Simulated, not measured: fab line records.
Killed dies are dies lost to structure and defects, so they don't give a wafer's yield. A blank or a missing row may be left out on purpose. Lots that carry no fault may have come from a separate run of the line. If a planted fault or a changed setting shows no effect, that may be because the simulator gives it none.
Check of tool commonality	flow gf180mcu	Sample size 12 lots and 36 wafers

## THE REASON FOR OPENING IT
At GF_M4_CD_MEAS_14 the reading cdNm is flagged on 1 of 12 lots. No-fault wafers: 280.3 nm, standard deviation 1.1.
Rule: flag the lot when none of its wafers has a number, or when each of its wafers that has one lies beyond 4 standard deviations from that mean. The rest of the lots are taken to be sound.

lot	measured	on	cdNm (nm), wafer by wafer	flag
L525	day 23 06:46	cdSem-02	281.5 281.7 281.5	
L526	day 23 15:05	cdSem-01	280.4 280.6 278.8	
L527	day 24 01:13	cdSem-01	280.6 280.4 280.0	
L528	day 24 11:37	cdSem-02	280.8 279.0 280.9	
L529	day 24 18:23	cdSem-02	279.2 279.3 280.8	
L530	day 25 03:52	cdSem-02	281.1 281.2 282.2	
L531	day 25 11:33	cdSem-01	280.7 280.5 281.4	
L532	day 25 21:33	cdSem-01	278.7 279.0 279.4	
L533	day 26 08:14	cdSem-01	282.1 283.4 282.7	
L534	day 26 15:11	cdSem-02	280.4 280.7 280.4	
L542	day 28 22:03	cdSem-01	275.2 275.5 275.8	FLAGGED
L545	day 29 17:09	cdSem-01	279.2 279.7 279.5	
On average the flagged lots' numbers are 275.5 nm, which is -4.8 nm against the usual, or -4 standard deviations.

## WHICH TOOL RAN EACH LOT
Before the reading, the record contains 3 process steps out of a 602-step route. In each cell: the tool, then ch and the chambers that the sampled wafers went through, then the start.
lot	flag	GF_V3_SPUTTER_22	GF_M4_SPUTTER_00	GF_M4_SPUTTER_01
L525		pvdSputter-03, day 22 07:32	pvdSputter-01, day 22 08:10	pvdSputter-01, day 22 08:16
L526		pvdSputter-03, day 22 15:17	pvdSputter-03, day 22 15:55	pvdSputter-03, day 22 16:01
L527		pvdSputter-01, day 23 02:38	pvdSputter-02, day 23 03:16	pvdSputter-02, day 23 03:22
L528		pvdSputter-03, day 23 12:26	pvdSputter-01, day 23 13:04	pvdSputter-01, day 23 13:10
L529		pvdSputter-01, day 23 19:40	pvdSputter-02, day 23 20:18	pvdSputter-02, day 23 20:24
L530		pvdSputter-04, day 24 05:14	pvdSputter-01, day 24 05:52	pvdSputter-01, day 24 05:58
L531		pvdSputter-01, day 24 13:50	pvdSputter-02, day 24 14:28	pvdSputter-02, day 24 14:34
L532		pvdSputter-01, day 25 00:05	pvdSputter-03, day 25 00:44	pvdSputter-03, day 25 00:50
L533		pvdSputter-01, day 25 10:35	pvdSputter-01, day 25 11:14	pvdSputter-01, day 25 11:20
L534		pvdSputter-04, day 25 17:05	pvdSputter-01, day 25 17:43	pvdSputter-01, day 25 17:50
L542	FLAGGED	pvdSputter-04, day 28 02:17	pvdSputter-01, day 28 02:56	pvdSputter-01, day 28 03:02
L545		pvdSputter-03, day 28 21:29	pvdSputter-03, day 28 22:07	pvdSputter-03, day 28 22:13
What the steps here do:
- GF_V3_SPUTTER_22: material TiN, target thk 10 nm, time 40 s.
- GF_M4_SPUTTER_00: material Ti, target thk 37.5 nm, time 150 s.
- GF_M4_SPUTTER_01: material TiN, target thk 30 nm, time 25 s.
- GF_M4_CD_MEAS_14: target cd 280 nm.

## FLAGGED OVER TOTAL, TOOL BY TOOL (the gauges that took the reading come last)
step	tool	lots run	flagged	share of the flagged lots	sound lots run after its first flagged lot
GF_V3_SPUTTER_22	pvdSputter-01	5	0	none	-
GF_V3_SPUTTER_22	pvdSputter-03	4	0	none	-
GF_V3_SPUTTER_22	pvdSputter-04	3	1	all	0
GF_M4_SPUTTER_00	pvdSputter-01	6	1	all	0
GF_M4_SPUTTER_00	pvdSputter-02	3	0	none	-
GF_M4_SPUTTER_00	pvdSputter-03	3	0	none	-
GF_M4_SPUTTER_01	pvdSputter-01	6	1	all	0
GF_M4_SPUTTER_01	pvdSputter-02	3	0	none	-
GF_M4_SPUTTER_01	pvdSputter-03	3	0	none	-
GF_M4_CD_MEAS_14	cdSem-01	7	1	all	1 (L545)
GF_M4_CD_MEAS_14	cdSem-02	5	0	none	-

## THE TABLE: WHAT IT ALLOWS
4 rows of the table ran every flagged lot: pvdSputter-04 at GF_V3_SPUTTER_22, pvdSputter-01 at GF_M4_SPUTTER_00, pvdSputter-01 at GF_M4_SPUTTER_01, cdSem-01 at GF_M4_CD_MEAS_14.
- pvdSputter-04 at GF_V3_SPUTTER_22 ran 3 lots, 1 of them flagged. It ran its last sound lot, L534, at day 25 17:05 and its first flagged lot, L542, at day 28 02:17: a fault with its onset between the two fits.
- pvdSputter-01 at GF_M4_SPUTTER_00 ran 6 lots, 1 of them flagged. It ran its last sound lot, L534, at day 25 17:43 and its first flagged lot, L542, at day 28 02:56: a fault with its onset between the two fits.
- pvdSputter-01 at GF_M4_SPUTTER_01 ran 6 lots, 1 of them flagged. It ran its last sound lot, L534, at day 25 17:50 and its first flagged lot, L542, at day 28 03:02: a fault with its onset between the two fits.
- cdSem-01 at GF_M4_CD_MEAS_14 ran 7 lots, 1 of them flagged. Lots that were sound ran on it after the first flagged one (L545); a persistent fault on the entire tool would not allow that.
Because each of these 2 tools fits a fault that began at some hour, counting lots does not separate them. More lots, or a look at what each step does to the wafer, might.

## WHAT HAD BEEN PUT IN BY THE SIMULATOR
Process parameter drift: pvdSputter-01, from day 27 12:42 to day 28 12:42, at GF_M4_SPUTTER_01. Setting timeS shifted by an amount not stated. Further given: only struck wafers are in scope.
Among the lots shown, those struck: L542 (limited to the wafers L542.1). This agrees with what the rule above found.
